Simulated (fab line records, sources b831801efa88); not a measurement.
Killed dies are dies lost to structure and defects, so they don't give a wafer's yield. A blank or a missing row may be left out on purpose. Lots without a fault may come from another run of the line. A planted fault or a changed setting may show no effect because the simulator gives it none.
Split-lot experiment | flow sky130 | 5 lots, 23 wafers read, on a route of 708 steps

THE SPLIT
At SKY_VIA4_CVD_18 (deposits W, target thk 505 nm, time 152.14 s), the setting temp_c was moved away from the recipe's 400 C on 8 of the 23 wafers read, by -1.0% to +1.6%. The other wafers ran this setting at the recipe's value.

FROM THE SPLIT TO THE READING: what the file shows between them, 1 step
- SKY_VIA4_RS_MEAS_19: measures by four-point-probe

THE READING
VIA4_W_THK, in nm, at SKY_VIA4_THK_MEAS_20 (measures by xrf). Fault-free wafers of this fab line usually give 506 nm, standard deviation 5.8 nm.

wafer  | tool, chamber at the split | temp_c as run, C | against the recipe | VIA4_W_THK, nm | against lot-mates on the recipe
L074.1 | cvd_w-02, 1                | 400              | recipe             | 508            | -
L074.3 | cvd_w-02, 0                | 403.3            | +0.8%              | 542            | +35
L074.4 | cvd_w-02, 1                | 403.3            | +0.8%              | 537            | +30
L074.5 | cvd_w-02, 1                | 400              | recipe             | 505            | -
L074.6 | cvd_w-02, 0                | 400              | recipe             | 507            | -
L075.1 | cvd_w-02, 0                | 400              | recipe             | 502            | -
L075.3 | cvd_w-02, 0                | 406.6            | +1.6%              | 570            | +70
L075.4 | cvd_w-02, 1                | 406.6            | +1.6%              | 560            | +60
L075.5 | cvd_w-02, 0                | 400              | recipe             | 498            | -
L075.6 | cvd_w-02, 1                | 406.6            | +1.6%              | 555            | +55
L078.2 | cvd_w-01, 0                | 400              | recipe             | 498            | -
L078.3 | cvd_w-01, 0                | 400              | recipe             | 499            | -
L078.4 | cvd_w-01, 1                | 400              | recipe             | 500            | -
L078.5 | cvd_w-01, 1                | 400              | recipe             | 502            | -
L078.6 | cvd_w-01, 0                | 400              | recipe             | 501            | -
L079.1 | cvd_w-01, 0                | 400              | recipe             | 506            | -
L079.2 | cvd_w-01, 1                | 400              | recipe             | 503            | -
L079.3 | cvd_w-01, 0                | 400              | recipe             | 502            | -
L081.2 | cvd_w-02, 1                | 400              | recipe             | 508            | -
L081.3 | cvd_w-02, 1                | 396.2            | -1.0%              | 481            | -30
L081.4 | cvd_w-02, 0                | 400              | recipe             | 513            | -
L081.5 | cvd_w-02, 1                | 396.2            | -1.0%              | 473            | -38
L081.6 | cvd_w-02, 0                | 396.2            | -1.0%              | 476            | -34

THE FIT
A straight line over all 23 wafers: VIA4_W_THK changes by +34.1 nm for each +1% of temp_c; r = +0.98; the points scatter about the line by 5.3 nm.
The same after taking each lot's own level away (the mean of its wafers on the recipe; 23 wafers): +37.1 nm for each +1%; r = +0.99; scatter 3.2 nm.
On that fit, the largest move of temp_c shifts the reading by 61 nm.
The lots' own levels span 500.0 to 510.5 nm, that is 1.8 times the standard deviation above.
So the lot-to-lot level changes the slope little: the two slopes agree.
Check: with one of the wafers moved furthest among these (+1.6%) left out of the fit, the line predicts +59.1 nm for it against its lot-mates. It came out at +70 nm against them.

OTHER SPLITS ON THESE WAFERS
These wafers also went through other splits before the reading. Each is held against what the fit with the lots' levels taken away leaves over:
other split on the same wafers     | wafers away from the commonest value | r with VIA4_W_THK (lot level and that fit taken away)
SKY_VIA4_CMP_02 leave_above_ref_nm | 6                                    | +0.20
SKY_VIA4_DEVELOP_10 develop_time_s | 7                                    | -0.04

THE WHOLE CHAIN: every reading that the file lists as answering this split, in the file's order
step                 | what it does                                 | reading                                                                  | change (the file's fit)              | r (the file's)
SKY_VIA4_CVD_18      | deposits W, target thk 505 nm, time 152.14 s | W_of_VIA4_CVD_18.thk_nm (the simulator's own value, which no gauge read) | +37.5 nm for each +1% of the setting | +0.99
SKY_VIA4_RS_MEAS_19  | measures by four-point-probe                 | VIA4_W_RS                                                                | -0.0158 for each +1% of the setting  | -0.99
SKY_VIA4_THK_MEAS_20 | measures by xrf                              | VIA4_W_THK                                                               | +37.4 for each +1% of the setting    | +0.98

THE FILE'S OWN FIT
VIA4_W_THK changes by +37.4 nm for each +1% of temp_c, r = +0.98.
